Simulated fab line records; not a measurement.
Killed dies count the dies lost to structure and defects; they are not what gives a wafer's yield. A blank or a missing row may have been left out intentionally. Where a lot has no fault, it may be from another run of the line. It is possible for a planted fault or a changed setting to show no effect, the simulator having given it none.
Which of the tools did it? || flow sky130 || 24 lots with 72 wafers sampled at 6 steps, on a route of 708 steps

WHAT EACH GAUGE READ, for each wafer
SKY_FIELD_ISO_THK_MEAS_04. Usual: FIELD_ISO_CVD_03_THK 164.4 nm, standard deviation 1.6.
{"lot": "L074", "measured": "day 1 15:29", "on": "filmMetro-04", "FIELD_ISO_CVD_03_THK (nm)": "162.4 161.2 162.7", "flag": ""}
{"lot": "L075", "measured": "day 1 18:39", "on": "filmMetro-04", "FIELD_ISO_CVD_03_THK (nm)": "161.3 161.2 160.8", "flag": ""}
{"lot": "L076", "measured": "day 2 00:23", "on": "filmMetro-01", "FIELD_ISO_CVD_03_THK (nm)": "164.3 164.6 164.9", "flag": ""}
{"lot": "L077", "measured": "day 2 05:19", "on": "filmMetro-04", "FIELD_ISO_CVD_03_THK (nm)": "160.8 161.0 160.4", "flag": ""}
{"lot": "L078", "measured": "day 2 09:41", "on": "filmMetro-04", "FIELD_ISO_CVD_03_THK (nm)": "163.5 165.2 163.9", "flag": ""}
{"lot": "L079", "measured": "day 2 16:10", "on": "filmMetro-04", "FIELD_ISO_CVD_03_THK (nm)": "166.1 164.5 164.7", "flag": ""}
{"lot": "L080", "measured": "day 2 20:34", "on": "filmMetro-04", "FIELD_ISO_CVD_03_THK (nm)": "167.1 165.0 164.1", "flag": ""}
{"lot": "L081", "measured": "day 3 02:18", "on": "filmMetro-02", "FIELD_ISO_CVD_03_THK (nm)": "164.6 165.5 164.4", "flag": ""}
{"lot": "L082", "measured": "day 3 07:59", "on": "filmMetro-02", "FIELD_ISO_CVD_03_THK (nm)": "165.2 165.4 166.2", "flag": ""}
{"lot": "L083", "measured": "day 3 11:39", "on": "filmMetro-02", "FIELD_ISO_CVD_03_THK (nm)": "165.0 167.0 165.0", "flag": ""}
{"lot": "L084", "measured": "day 3 16:30", "on": "filmMetro-04", "FIELD_ISO_CVD_03_THK (nm)": "164.2 163.7 163.7", "flag": ""}
{"lot": "L085", "measured": "day 3 22:56", "on": "filmMetro-01", "FIELD_ISO_CVD_03_THK (nm)": "162.7 162.5 163.1", "flag": ""}
{"lot": "L086", "measured": "day 4 02:05", "on": "filmMetro-01", "FIELD_ISO_CVD_03_THK (nm)": "162.3 163.6 163.6", "flag": ""}
{"lot": "L087", "measured": "day 4 07:09", "on": "filmMetro-01", "FIELD_ISO_CVD_03_THK (nm)": "165.0 165.1 163.9", "flag": ""}
{"lot": "L088", "measured": "day 4 12:06", "on": "filmMetro-02", "FIELD_ISO_CVD_03_THK (nm)": "164.1 164.7 163.4", "flag": ""}
{"lot": "L089", "measured": "day 4 17:49", "on": "filmMetro-01", "FIELD_ISO_CVD_03_THK (nm)": "163.1 164.5 163.7", "flag": ""}
{"lot": "L090", "measured": "day 5 00:20", "on": "filmMetro-01", "FIELD_ISO_CVD_03_THK (nm)": "163.2 164.4 162.8", "flag": ""}
{"lot": "L091", "measured": "day 5 03:29", "on": "filmMetro-04", "FIELD_ISO_CVD_03_THK (nm)": "163.9 162.8 163.3", "flag": ""}
{"lot": "L092", "measured": "day 5 08:23", "on": "filmMetro-04", "FIELD_ISO_CVD_03_THK (nm)": "165.8 166.0 164.7", "flag": ""}
{"lot": "L093", "measured": "day 5 12:49", "on": "filmMetro-01", "FIELD_ISO_CVD_03_THK (nm)": "167.3 165.4 165.9", "flag": ""}
{"lot": "L094", "measured": "day 5 17:29", "on": "filmMetro-04", "FIELD_ISO_CVD_03_THK (nm)": "167.8 168.0 167.2", "flag": ""}
{"lot": "L095", "measured": "day 6 00:14", "on": "filmMetro-01", "FIELD_ISO_CVD_03_THK (nm)": "165.1 165.1 165.1", "flag": ""}
{"lot": "L096", "measured": "day 6 07:35", "on": "filmMetro-01", "FIELD_ISO_CVD_03_THK (nm)": "165.2 166.3 164.7", "flag": ""}
{"lot": "L097", "measured": "day 6 14:07", "on": "filmMetro-01", "FIELD_ISO_CVD_03_THK (nm)": "164.5 166.0 166.0", "flag": ""}

SKY_NWELL_OVL_MEAS_23. Usual: NWELL_01_OVL -1.0 nm, standard deviation 1.4.
{"lot": "L074", "measured": "day 5 13:23", "on": "overlay-02", "NWELL_01_OVL (nm)": "-0.6 -1.6 -2.1", "flag": ""}
{"lot": "L075", "measured": "day 5 14:41", "on": "overlay-02", "NWELL_01_OVL (nm)": "1.4 -0.8 0.9", "flag": ""}
{"lot": "L076", "measured": "day 6 00:06", "on": "overlay-02", "NWELL_01_OVL (nm)": "-1.6 -2.2 -2.7", "flag": ""}
{"lot": "L077", "measured": "day 6 06:29", "on": "overlay-02", "NWELL_01_OVL (nm)": "-0.9 0.4 0.3", "flag": ""}
{"lot": "L078", "measured": "day 6 11:07", "on": "overlay-01", "NWELL_01_OVL (nm)": "-0.6 -0.7 -0.2", "flag": ""}
{"lot": "L079", "measured": "day 6 17:28", "on": "overlay-01", "NWELL_01_OVL (nm)": "-0.8 -0.6 -0.1", "flag": ""}
{"lot": "L080", "measured": "day 6 21:17", "on": "overlay-02", "NWELL_01_OVL (nm)": "-2.6 -2.5 -2.3", "flag": ""}
{"lot": "L081", "measured": "day 7 03:34", "on": "overlay-01", "NWELL_01_OVL (nm)": "-1.7 -2.2 -2.1", "flag": ""}
{"lot": "L082", "measured": "day 7 09:49", "on": "overlay-02", "NWELL_01_OVL (nm)": "-0.9 -2.9 -2.0", "flag": ""}
{"lot": "L083", "measured": "day 7 14:58", "on": "overlay-02", "NWELL_01_OVL (nm)": "-0.7 0.3 1.4", "flag": ""}
{"lot": "L084", "measured": "day 7 20:47", "on": "overlay-02", "NWELL_01_OVL (nm)": "-3.4 -2.1 -2.6", "flag": ""}
{"lot": "L085", "measured": "day 8 07:37", "on": "overlay-02", "NWELL_01_OVL (nm)": "-3.5 -2.4 -0.8", "flag": ""}
{"lot": "L086", "measured": "day 8 09:14", "on": "overlay-02", "NWELL_01_OVL (nm)": "2.2 3.6 0.6", "flag": ""}
{"lot": "L087", "measured": "day 8 14:31", "on": "overlay-02", "NWELL_01_OVL (nm)": "-1.0 -1.0 -1.9", "flag": ""}
{"lot": "L088", "measured": "day 8 22:52", "on": "overlay-01", "NWELL_01_OVL (nm)": "-1.8 -1.4 -0.5", "flag": ""}
{"lot": "L089", "measured": "day 9 04:14", "on": "overlay-02", "NWELL_01_OVL (nm)": "0.0 1.2 0.2", "flag": ""}
{"lot": "L090", "measured": "day 9 12:07", "on": "overlay-01", "NWELL_01_OVL (nm)": "-1.6 -0.4 -1.1", "flag": ""}
{"lot": "L091", "measured": "day 9 20:19", "on": "overlay-01", "NWELL_01_OVL (nm)": "-0.8 0.5 -1.1", "flag": ""}
{"lot": "L092", "measured": "day 10 03:02", "on": "overlay-01", "NWELL_01_OVL (nm)": "-3.3 0.1 -3.0", "flag": ""}
{"lot": "L093", "measured": "day 10 04:41", "on": "overlay-01", "NWELL_01_OVL (nm)": "0.7 -0.9 -1.9", "flag": ""}
{"lot": "L094", "measured": "day 10 12:01", "on": "overlay-01", "NWELL_01_OVL (nm)": "-0.6 -1.3 -0.6", "flag": ""}
{"lot": "L095", "measured": "day 10 18:10", "on": "overlay-02", "NWELL_01_OVL (nm)": "-1.8 -0.7 -2.1", "flag": ""}
{"lot": "L096", "measured": "day 11 03:20", "on": "overlay-02", "NWELL_01_OVL (nm)": "-2.0 -2.9 -1.3", "flag": ""}
{"lot": "L097", "measured": "day 11 12:26", "on": "overlay-02", "NWELL_01_OVL (nm)": "-2.1 -3.0 -2.6", "flag": ""}

SKY_NWELL_RS_MEAS_29: the measuring method here is four-point-probe. Usual: NWELL_RS 620.0 ohm/sq, standard deviation 1.4.
{"lot": "L074", "measured": "day 5 13:56", "on": "filmMetro-04", "NWELL_RS (ohm/sq)": "620.5 620.3 617.1", "flag": ""}
{"lot": "L075", "measured": "day 5 15:13", "on": "filmMetro-02", "NWELL_RS (ohm/sq)": "619.2 619.2 618.6", "flag": ""}
{"lot": "L076", "measured": "day 6 00:37", "on": "filmMetro-04", "NWELL_RS (ohm/sq)": "620.0 620.2 620.6", "flag": ""}
{"lot": "L077", "measured": "day 6 06:59", "on": "filmMetro-04", "NWELL_RS (ohm/sq)": "621.0 616.7 619.3", "flag": ""}
{"lot": "L078", "measured": "day 6 11:39", "on": "filmMetro-03", "NWELL_RS (ohm/sq)": "620.2 620.0 618.1", "flag": ""}
{"lot": "L079", "measured": "day 6 17:58", "on": "filmMetro-02", "NWELL_RS (ohm/sq)": "621.6 620.3 621.6", "flag": ""}
{"lot": "L080", "measured": "day 6 21:49", "on": "filmMetro-04", "NWELL_RS (ohm/sq)": "620.4 618.9 619.5", "flag": ""}
{"lot": "L081", "measured": "day 7 04:05", "on": "filmMetro-04", "NWELL_RS (ohm/sq)": "621.0 620.5 623.1", "flag": ""}
{"lot": "L082", "measured": "day 7 10:21", "on": "filmMetro-02", "NWELL_RS (ohm/sq)": "617.7 618.2 618.7", "flag": ""}
{"lot": "L083", "measured": "day 7 15:28", "on": "filmMetro-03", "NWELL_RS (ohm/sq)": "621.0 618.4 621.5", "flag": ""}
{"lot": "L084", "measured": "day 7 21:17", "on": "filmMetro-02", "NWELL_RS (ohm/sq)": "620.4 621.1 619.2", "flag": ""}
{"lot": "L085", "measured": "day 8 08:07", "on": "filmMetro-03", "NWELL_RS (ohm/sq)": "620.5 619.9 620.9", "flag": ""}
{"lot": "L086", "measured": "day 8 09:44", "on": "filmMetro-03", "NWELL_RS (ohm/sq)": "619.9 618.3 619.9", "flag": ""}
{"lot": "L087", "measured": "day 8 15:02", "on": "filmMetro-02", "NWELL_RS (ohm/sq)": "621.3 619.7 621.5", "flag": ""}
{"lot": "L088", "measured": "day 8 23:23", "on": "filmMetro-03", "NWELL_RS (ohm/sq)": "621.1 617.9 618.5", "flag": ""}
{"lot": "L089", "measured": "day 9 04:45", "on": "filmMetro-02", "NWELL_RS (ohm/sq)": "618.3 617.8 619.8", "flag": ""}
{"lot": "L090", "measured": "day 9 12:37", "on": "filmMetro-02", "NWELL_RS (ohm/sq)": "618.4 620.5 620.2", "flag": ""}
{"lot": "L091", "measured": "day 9 20:49", "on": "filmMetro-04", "NWELL_RS (ohm/sq)": "619.9 617.8 619.0", "flag": ""}
{"lot": "L092", "measured": "day 10 03:34", "on": "filmMetro-04", "NWELL_RS (ohm/sq)": "622.4 622.3 622.8", "flag": ""}
{"lot": "L093", "measured": "day 10 05:15", "on": "filmMetro-02", "NWELL_RS (ohm/sq)": "618.9 619.8 620.1", "flag": ""}
{"lot": "L094", "measured": "day 10 12:31", "on": "filmMetro-04", "NWELL_RS (ohm/sq)": "618.9 619.4 618.9", "flag": ""}
{"lot": "L095", "measured": "day 10 18:40", "on": "filmMetro-04", "NWELL_RS (ohm/sq)": "619.9 620.9 621.5", "flag": ""}
{"lot": "L096", "measured": "day 11 03:50", "on": "filmMetro-03", "NWELL_RS (ohm/sq)": "619.3 618.8 618.0", "flag": ""}
{"lot": "L097", "measured": "day 11 12:56", "on": "filmMetro-04", "NWELL_RS (ohm/sq)": "620.3 623.5 620.6", "flag": ""}

SKY_POLY_GATE_CD_MEAS_22. Usual: cdNm 149.7 nm, standard deviation 2.4.
{"lot": "L074", "measured": "day 17 06:47", "on": "cdSem-01", "cdNm (nm)": "149.6 149.7 154.4", "flag": ""}
{"lot": "L075", "measured": "day 17 10:37", "on": "cdSem-01", "cdNm (nm)": "148.9 149.1 146.9", "flag": ""}
{"lot": "L076", "measured": "day 18 01:05", "on": "cdSem-02", "cdNm (nm)": "150.1 150.7 152.2", "flag": ""}
{"lot": "L077", "measured": "day 18 11:08", "on": "cdSem-02", "cdNm (nm)": "147.5 145.4 145.0", "flag": ""}
{"lot": "L078", "measured": "day 18 16:50", "on": "cdSem-01", "cdNm (nm)": "150.2 151.7 151.4", "flag": ""}
{"lot": "L079", "measured": "day 19 03:06", "on": "cdSem-02", "cdNm (nm)": "154.4 152.0 151.0", "flag": ""}
{"lot": "L080", "measured": "day 19 11:15", "on": "cdSem-02", "cdNm (nm)": "152.6 150.9 154.8", "flag": ""}
{"lot": "L081", "measured": "day 19 22:15", "on": "cdSem-01", "cdNm (nm)": "148.9 148.0 148.6", "flag": ""}
{"lot": "L082", "measured": "day 20 08:39", "on": "cdSem-01", "cdNm (nm)": "153.4 154.4 154.9", "flag": ""}
{"lot": "L083", "measured": "day 20 12:38", "on": "cdSem-02", "cdNm (nm)": "147.9 145.3 146.4", "flag": ""}
{"lot": "L084", "measured": "day 20 19:53", "on": "cdSem-02", "cdNm (nm)": "151.6 150.4 146.5", "flag": ""}
{"lot": "L085", "measured": "day 21 08:33", "on": "cdSem-01", "cdNm (nm)": "152.3 152.6 150.6", "flag": ""}
{"lot": "L086", "measured": "day 21 09:48", "on": "cdSem-02", "cdNm (nm)": "144.5 147.1 147.9", "flag": ""}
{"lot": "L087", "measured": "day 22 07:02", "on": "cdSem-01", "cdNm (nm)": "149.2 149.3 146.7", "flag": ""}
{"lot": "L088", "measured": "day 22 09:42", "on": "cdSem-01", "cdNm (nm)": "151.2 147.4 150.4", "flag": ""}
{"lot": "L089", "measured": "day 22 14:09", "on": "cdSem-01", "cdNm (nm)": "152.9 151.4 150.5", "flag": ""}
{"lot": "L090", "measured": "day 22 22:48", "on": "cdSem-01", "cdNm (nm)": "149.4 148.9 149.4", "flag": ""}
{"lot": "L091", "measured": "day 23 09:11", "on": "cdSem-01", "cdNm (nm)": "146.8 152.3 147.2", "flag": ""}
{"lot": "L092", "measured": "day 23 22:35", "on": "cdSem-01", "cdNm (nm)": "150.3 148.5 152.9", "flag": ""}
{"lot": "L093", "measured": "day 23 23:38", "on": "cdSem-01", "cdNm (nm)": "151.1 150.2 150.0", "flag": ""}
{"lot": "L094", "measured": "day 24 05:28", "on": "cdSem-02", "cdNm (nm)": "150.7 154.0 149.9", "flag": ""}
{"lot": "L095", "measured": "day 24 13:02", "on": "cdSem-02", "cdNm (nm)": "149.4 147.3 146.6", "flag": ""}
{"lot": "L096", "measured": "day 25 02:12", "on": "cdSem-01", "cdNm (nm)": "151.1 148.0 152.1", "flag": ""}
{"lot": "L097", "measured": "day 25 10:49", "on": "cdSem-02", "cdNm (nm)": "151.7 153.4 145.3", "flag": ""}

EACH LOT AND THE TOOL THAT RAN IT (in order: tool; ch and the chambers of the sampled wafers; start)
{"lot": "L074", "SKY_FIELD_ISO_STRIP_16": "plasmaAsher-03 ch 0,1, day 2 07:07", "SKY_VT_ADJUST_LVTN_STRIP_09": "plasmaAsher-02 ch 0,1, day 7 04:07"}
{"lot": "L075", "SKY_FIELD_ISO_STRIP_16": "plasmaAsher-01 ch 0,1, day 2 09:44", "SKY_VT_ADJUST_LVTN_STRIP_09": "plasmaAsher-04 ch 0,1, day 7 07:05"}
{"lot": "L076", "SKY_FIELD_ISO_STRIP_16": "plasmaAsher-01 ch 0,1, day 2 16:22", "SKY_VT_ADJUST_LVTN_STRIP_09": "plasmaAsher-01 ch 0,1, day 7 17:08"}
{"lot": "L077", "SKY_FIELD_ISO_STRIP_16": "plasmaAsher-01 ch 0,1, day 2 21:46", "SKY_VT_ADJUST_LVTN_STRIP_09": "plasmaAsher-04 ch 1, day 7 23:52"}
{"lot": "L078", "SKY_FIELD_ISO_STRIP_16": "plasmaAsher-01 ch 0,1, day 3 02:01", "SKY_VT_ADJUST_LVTN_STRIP_09": "plasmaAsher-04 ch 0,1, day 8 04:58"}
{"lot": "L079", "SKY_FIELD_ISO_STRIP_16": "plasmaAsher-03 ch 0,1, day 3 08:25", "SKY_VT_ADJUST_LVTN_STRIP_09": "plasmaAsher-02 ch 0,1, day 8 11:07"}
{"lot": "L080", "SKY_FIELD_ISO_STRIP_16": "plasmaAsher-03 ch 0,1, day 3 12:46", "SKY_VT_ADJUST_LVTN_STRIP_09": "plasmaAsher-01 ch 0,1, day 8 16:59"}
{"lot": "L081", "SKY_FIELD_ISO_STRIP_16": "plasmaAsher-04 ch 1, day 3 19:14", "SKY_VT_ADJUST_LVTN_STRIP_09": "plasmaAsher-04 ch 0,1, day 8 22:43"}
{"lot": "L082", "SKY_FIELD_ISO_STRIP_16": "plasmaAsher-03 ch 0,1, day 4 00:31", "SKY_VT_ADJUST_LVTN_STRIP_09": "plasmaAsher-02 ch 0,1, day 9 05:17"}
{"lot": "L083", "SKY_FIELD_ISO_STRIP_16": "plasmaAsher-01 ch 0,1, day 4 04:20", "SKY_VT_ADJUST_LVTN_STRIP_09": "plasmaAsher-04 ch 0,1, day 9 11:52"}
{"lot": "L084", "SKY_FIELD_ISO_STRIP_16": "plasmaAsher-01 ch 0,1, day 4 09:50", "SKY_VT_ADJUST_LVTN_STRIP_09": "plasmaAsher-01 ch 0,1, day 9 18:07"}
{"lot": "L085", "SKY_FIELD_ISO_STRIP_16": "plasmaAsher-04 ch 0,1, day 4 16:35", "SKY_VT_ADJUST_LVTN_STRIP_09": "plasmaAsher-01 ch 0,1, day 10 05:30"}
{"lot": "L086", "SKY_FIELD_ISO_STRIP_16": "plasmaAsher-04 ch 0,1, day 4 19:41", "SKY_VT_ADJUST_LVTN_STRIP_09": "plasmaAsher-02 ch 0,1, day 10 07:39"}
{"lot": "L087", "SKY_FIELD_ISO_STRIP_16": "plasmaAsher-01 ch 0,1, day 5 00:51", "SKY_VT_ADJUST_LVTN_STRIP_09": "plasmaAsher-04 ch 0,1, day 10 12:34"}
{"lot": "L088", "SKY_FIELD_ISO_STRIP_16": "plasmaAsher-01 ch 0,1, day 5 06:11", "SKY_VT_ADJUST_LVTN_STRIP_09": "plasmaAsher-02 ch 1, day 10 23:07"}
{"lot": "L089", "SKY_FIELD_ISO_STRIP_16": "plasmaAsher-03 ch 1, day 5 11:55", "SKY_VT_ADJUST_LVTN_STRIP_09": "plasmaAsher-04 ch 0,1, day 11 05:07"}
{"lot": "L090", "SKY_FIELD_ISO_STRIP_16": "plasmaAsher-01 ch 0,1, day 5 18:50", "SKY_VT_ADJUST_LVTN_STRIP_09": "plasmaAsher-01 ch 0,1, day 11 12:36"}
{"lot": "L091", "SKY_FIELD_ISO_STRIP_16": "plasmaAsher-03 ch 0,1, day 5 21:50", "SKY_VT_ADJUST_LVTN_STRIP_09": "plasmaAsher-01 ch 0,1, day 11 21:39"}
{"lot": "L092", "SKY_FIELD_ISO_STRIP_16": "plasmaAsher-01 ch 0,1, day 6 03:19", "SKY_VT_ADJUST_LVTN_STRIP_09": "plasmaAsher-01 ch 0,1, day 12 05:17"}
{"lot": "L093", "SKY_FIELD_ISO_STRIP_16": "plasmaAsher-03 ch 0,1, day 6 07:26", "SKY_VT_ADJUST_LVTN_STRIP_09": "plasmaAsher-04 ch 0,1, day 12 07:27"}
{"lot": "L094", "SKY_FIELD_ISO_STRIP_16": "plasmaAsher-03 ch 0,1, day 6 12:20", "SKY_VT_ADJUST_LVTN_STRIP_09": "plasmaAsher-02 ch 0,1, day 12 15:19"}
{"lot": "L095", "SKY_FIELD_ISO_STRIP_16": "plasmaAsher-04 ch 1, day 6 19:14", "SKY_VT_ADJUST_LVTN_STRIP_09": "plasmaAsher-01 ch 0,1, day 12 21:58"}
{"lot": "L096", "SKY_FIELD_ISO_STRIP_16": "plasmaAsher-04 ch 0,1, day 7 03:01", "SKY_VT_ADJUST_LVTN_STRIP_09": "plasmaAsher-01 ch 0,1, day 13 08:01"}
{"lot": "L097", "SKY_FIELD_ISO_STRIP_16": "plasmaAsher-03 ch 0,1, day 7 09:46", "SKY_VT_ADJUST_LVTN_STRIP_09": "plasmaAsher-04 ch 0,1, day 13 17:28"}
- SKY_FIELD_ISO_STRIP_16: strips in O2/N2.
- SKY_VT_ADJUST_LVTN_STRIP_09: strips in O2/N2.

WHAT THE TOOLS THEMSELVES READ (means of the sampled wafers that have a number; where no wafer has one, the mark that the record gives instead)
SKY_FIELD_ISO_STRIP_16. Usual: drypumpMotorCurrentA 5.65 A, standard deviation 0.28; oesProductAu 0.378 a.u., standard deviation 0.0042; stripTimeToEndpointS 3.55 s, standard deviation 0.035.
{"lot": "L074", "tool": "plasmaAsher-03", "drypumpMotorCurrentA (A)": 5.52, "oesProductAu (a.u.)": 0.379, "stripTimeToEndpointS (s)": 3.53, "flag": ""}
{"lot": "L075", "tool": "plasmaAsher-01", "drypumpMotorCurrentA (A)": 5.93, "oesProductAu (a.u.)": 0.384, "stripTimeToEndpointS (s)": 3.59, "flag": ""}
{"lot": "L076", "tool": "plasmaAsher-01", "drypumpMotorCurrentA (A)": 5.86, "oesProductAu (a.u.)": 0.377, "stripTimeToEndpointS (s)": 3.50, "flag": ""}
{"lot": "L077", "tool": "plasmaAsher-01", "drypumpMotorCurrentA (A)": 5.92, "oesProductAu (a.u.)": 0.378, "stripTimeToEndpointS (s)": 3.55, "flag": ""}
{"lot": "L078", "tool": "plasmaAsher-01", "drypumpMotorCurrentA (A)": 5.86, "oesProductAu (a.u.)": 0.380, "stripTimeToEndpointS (s)": 3.56, "flag": ""}
{"lot": "L079", "tool": "plasmaAsher-03", "drypumpMotorCurrentA (A)": 5.41, "oesProductAu (a.u.)": 0.376, "stripTimeToEndpointS (s)": 3.55, "flag": ""}
{"lot": "L080", "tool": "plasmaAsher-03", "drypumpMotorCurrentA (A)": 5.51, "oesProductAu (a.u.)": 0.375, "stripTimeToEndpointS (s)": 3.53, "flag": ""}
{"lot": "L081", "tool": "plasmaAsher-04", "drypumpMotorCurrentA (A)": 5.86, "oesProductAu (a.u.)": 0.376, "stripTimeToEndpointS (s)": 3.58, "flag": ""}
{"lot": "L082", "tool": "plasmaAsher-03", "drypumpMotorCurrentA (A)": 5.41, "oesProductAu (a.u.)": 0.379, "stripTimeToEndpointS (s)": 3.58, "flag": ""}
{"lot": "L083", "tool": "plasmaAsher-01", "drypumpMotorCurrentA (A)": 5.85, "oesProductAu (a.u.)": 0.378, "stripTimeToEndpointS (s)": 3.53, "flag": ""}
{"lot": "L084", "tool": "plasmaAsher-01", "drypumpMotorCurrentA (A)": 5.92, "oesProductAu (a.u.)": 0.379, "stripTimeToEndpointS (s)": 3.53, "flag": ""}
{"lot": "L085", "tool": "plasmaAsher-04", "drypumpMotorCurrentA (A)": 5.39, "oesProductAu (a.u.)": 0.382, "stripTimeToEndpointS (s)": 3.53, "flag": ""}
{"lot": "L086", "tool": "plasmaAsher-04", "drypumpMotorCurrentA (A)": 5.65, "oesProductAu (a.u.)": 0.377, "stripTimeToEndpointS (s)": 3.53, "flag": ""}
{"lot": "L087", "tool": "plasmaAsher-01", "drypumpMotorCurrentA (A)": 5.86, "oesProductAu (a.u.)": 0.378, "stripTimeToEndpointS (s)": 3.54, "flag": ""}
{"lot": "L088", "tool": "plasmaAsher-01", "drypumpMotorCurrentA (A)": 5.92, "oesProductAu (a.u.)": 0.377, "stripTimeToEndpointS (s)": 3.52, "flag": ""}
{"lot": "L089", "tool": "plasmaAsher-03", "drypumpMotorCurrentA (A)": 5.60, "oesProductAu (a.u.)": 0.380, "stripTimeToEndpointS (s)": 3.54, "flag": ""}
{"lot": "L090", "tool": "plasmaAsher-01", "drypumpMotorCurrentA (A)": 5.93, "oesProductAu (a.u.)": 0.379, "stripTimeToEndpointS (s)": 3.55, "flag": ""}
{"lot": "L091", "tool": "plasmaAsher-03", "drypumpMotorCurrentA (A)": 5.42, "oesProductAu (a.u.)": 0.384, "stripTimeToEndpointS (s)": 3.55, "flag": ""}
{"lot": "L092", "tool": "plasmaAsher-01", "drypumpMotorCurrentA (A)": 5.86, "oesProductAu (a.u.)": 0.377, "stripTimeToEndpointS (s)": 3.53, "flag": ""}
{"lot": "L093", "tool": "plasmaAsher-03", "drypumpMotorCurrentA (A)": 5.50, "oesProductAu (a.u.)": 0.377, "stripTimeToEndpointS (s)": 3.58, "flag": ""}
{"lot": "L094", "tool": "plasmaAsher-03", "drypumpMotorCurrentA (A)": 5.40, "oesProductAu (a.u.)": 0.381, "stripTimeToEndpointS (s)": 3.62, "flag": ""}
{"lot": "L095", "tool": "plasmaAsher-04", "drypumpMotorCurrentA (A)": 5.86, "oesProductAu (a.u.)": 0.377, "stripTimeToEndpointS (s)": 3.57, "flag": ""}
{"lot": "L096", "tool": "plasmaAsher-04", "drypumpMotorCurrentA (A)": 5.37, "oesProductAu (a.u.)": 0.375, "stripTimeToEndpointS (s)": 3.57, "flag": ""}
{"lot": "L097", "tool": "plasmaAsher-03", "drypumpMotorCurrentA (A)": 5.42, "oesProductAu (a.u.)": 0.375, "stripTimeToEndpointS (s)": 3.53, "flag": ""}

SKY_VT_ADJUST_LVTN_STRIP_09. Usual: drypumpMotorCurrentA 5.7 A, standard deviation 0.31; oesProductAu 0.722 a.u., standard deviation 0.0051; stripTimeToEndpointS 36.97 s, standard deviation 0.11.
{"lot": "L074", "tool": "plasmaAsher-02", "drypumpMotorCurrentA (A)": 5.8, "oesProductAu (a.u.)": 0.726, "stripTimeToEndpointS (s)": 36.89, "flag": ""}
{"lot": "L075", "tool": "plasmaAsher-04", "drypumpMotorCurrentA (A)": 5.6, "oesProductAu (a.u.)": 0.724, "stripTimeToEndpointS (s)": 37.00, "flag": ""}
{"lot": "L076", "tool": "plasmaAsher-01", "drypumpMotorCurrentA (A)": 5.9, "oesProductAu (a.u.)": 0.721, "stripTimeToEndpointS (s)": 36.80, "flag": ""}
{"lot": "L077", "tool": "plasmaAsher-04", "drypumpMotorCurrentA (A)": 5.9, "oesProductAu (a.u.)": 0.726, "stripTimeToEndpointS (s)": 37.15, "flag": ""}
{"lot": "L078", "tool": "plasmaAsher-04", "drypumpMotorCurrentA (A)": 5.6, "oesProductAu (a.u.)": 0.723, "stripTimeToEndpointS (s)": 36.75, "flag": ""}
{"lot": "L079", "tool": "plasmaAsher-02", "drypumpMotorCurrentA (A)": 5.9, "oesProductAu (a.u.)": 0.723, "stripTimeToEndpointS (s)": 36.93, "flag": ""}
{"lot": "L080", "tool": "plasmaAsher-01", "drypumpMotorCurrentA (A)": 5.9, "oesProductAu (a.u.)": 0.722, "stripTimeToEndpointS (s)": 37.01, "flag": ""}
{"lot": "L081", "tool": "plasmaAsher-04", "drypumpMotorCurrentA (A)": 5.6, "oesProductAu (a.u.)": 0.725, "stripTimeToEndpointS (s)": 36.75, "flag": ""}
{"lot": "L082", "tool": "plasmaAsher-02", "drypumpMotorCurrentA (A)": 5.9, "oesProductAu (a.u.)": 0.724, "stripTimeToEndpointS (s)": 37.07, "flag": ""}
{"lot": "L083", "tool": "plasmaAsher-04", "drypumpMotorCurrentA (A)": 5.4, "oesProductAu (a.u.)": 0.721, "stripTimeToEndpointS (s)": 36.88, "flag": ""}
{"lot": "L084", "tool": "plasmaAsher-01", "drypumpMotorCurrentA (A)": 5.9, "oesProductAu (a.u.)": 0.717, "stripTimeToEndpointS (s)": 37.06, "flag": ""}
{"lot": "L085", "tool": "plasmaAsher-01", "drypumpMotorCurrentA (A)": 5.9, "oesProductAu (a.u.)": 0.723, "stripTimeToEndpointS (s)": 37.04, "flag": ""}
{"lot": "L086", "tool": "plasmaAsher-02", "drypumpMotorCurrentA (A)": 5.7, "oesProductAu (a.u.)": 0.725, "stripTimeToEndpointS (s)": 37.02, "flag": ""}
{"lot": "L087", "tool": "plasmaAsher-04", "drypumpMotorCurrentA (A)": 5.6, "oesProductAu (a.u.)": 0.722, "stripTimeToEndpointS (s)": 37.08, "flag": ""}
{"lot": "L088", "tool": "plasmaAsher-02", "drypumpMotorCurrentA (A)": 5.6, "oesProductAu (a.u.)": 0.720, "stripTimeToEndpointS (s)": 36.85, "flag": ""}
{"lot": "L089", "tool": "plasmaAsher-04", "drypumpMotorCurrentA (A)": 5.6, "oesProductAu (a.u.)": 0.718, "stripTimeToEndpointS (s)": 36.92, "flag": ""}
{"lot": "L090", "tool": "plasmaAsher-01", "drypumpMotorCurrentA (A)": 5.9, "oesProductAu (a.u.)": 0.718, "stripTimeToEndpointS (s)": 37.01, "flag": ""}
{"lot": "L091", "tool": "plasmaAsher-01", "drypumpMotorCurrentA (A)": 5.9, "oesProductAu (a.u.)": 0.724, "stripTimeToEndpointS (s)": 37.06, "flag": ""}
{"lot": "L092", "tool": "plasmaAsher-01", "drypumpMotorCurrentA (A)": 5.9, "oesProductAu (a.u.)": 0.725, "stripTimeToEndpointS (s)": 36.89, "flag": ""}
{"lot": "L093", "tool": "plasmaAsher-04", "drypumpMotorCurrentA (A)": 5.6, "oesProductAu (a.u.)": 0.722, "stripTimeToEndpointS (s)": 37.09, "flag": ""}
{"lot": "L094", "tool": "plasmaAsher-02", "drypumpMotorCurrentA (A)": 5.9, "oesProductAu (a.u.)": 0.725, "stripTimeToEndpointS (s)": 37.05, "flag": ""}
{"lot": "L095", "tool": "plasmaAsher-01", "drypumpMotorCurrentA (A)": 5.9, "oesProductAu (a.u.)": 0.723, "stripTimeToEndpointS (s)": 37.01, "flag": ""}
{"lot": "L096", "tool": "plasmaAsher-01", "drypumpMotorCurrentA (A)": 5.9, "oesProductAu (a.u.)": 0.719, "stripTimeToEndpointS (s)": 36.86, "flag": ""}
{"lot": "L097", "tool": "plasmaAsher-04", "drypumpMotorCurrentA (A)": 5.4, "oesProductAu (a.u.)": 0.721, "stripTimeToEndpointS (s)": 36.93, "flag": ""}

THE ANSWER, worked out from the rows above alone
Rule: lot off if the mean of its wafers having a number is beyond 3 standard deviations from the usual mean. Also off: a lot with no number at a reading for which 4 or more lots have one. The other lots that the step has rows for count as sound. After the gauges, taken in route order, come the tools' own readings; for these a lot's mean is taken, as printed above. The first step at which some lot is off is used, and at that step the reading that is off furthest; a lot without a number counts as furthest.
No lot is off at any reading shown: from this, nothing can be told.

WHAT WAS PUT IN BY THE SIMULATOR
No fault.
